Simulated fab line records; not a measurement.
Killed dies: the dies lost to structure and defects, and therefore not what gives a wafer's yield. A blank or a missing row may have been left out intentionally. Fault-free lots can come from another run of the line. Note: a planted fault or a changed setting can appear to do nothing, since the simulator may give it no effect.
Chamber matching -- flow gf180mcu -- GF_PASSIVATION_CVD_00 on pecvd-02 has 3 sister chambers
The step deposits SiO2 from TEOS, target thk 1000 nm, time 111.95 s. 6 wafers are shown with their chamber, then 7 later ones without.

WAFERS PAIRED WITH THEIR CHAMBERS
wafer,chamber,heater_power_w (W)
L426.6,2,556
L428.2,0,614
L428.4,0,493
L428.5,1,648
L431.1,2,564
L431.4,1,539

WAFERS WHOSE CHAMBER IS MISSING
wafer,heater_power_w (W)
L431.5,469
L435.1,611
L435.3,590
L435.6,494
L437.4,511
L437.5,719
L437.6,584

WHICH CHAMBER EACH WENT THROUGH
wafer,from the rows above,in truth
L431.5,can't be placed: 0 or 2 or 1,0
L435.1,can't be placed: 1 or 2 or 0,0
L435.3,can't be placed: 1 or 2 or 0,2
L435.6,can't be placed: 0 or 2 or 1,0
L437.4,can't be placed: 0 or 2 or 1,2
L437.5,can't be placed: 1 or 2 or 0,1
L437.6,can't be placed: 1 or 2 or 0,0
Correctly placed: 0 of 7. Unplaceable from these rows: 7, with the true chamber sitting among the candidates in 7. 0 placed wrongly.
How it was worked out, from the rows above alone: a wafer's distance from a chamber is the root of the sum, over the readings, of the square of ((its reading less the chamber's mean) divided by the reading's scatter). The wafer belongs to the nearest chamber; if the next one is less than 2 further off, it can't be placed. Each chamber's mean is taken over the wafers shown for it. The scatter: take each reading less its chamber's mean, square it, sum over the shown wafers, divide by the number of wafers less the number of chambers, and take the root.
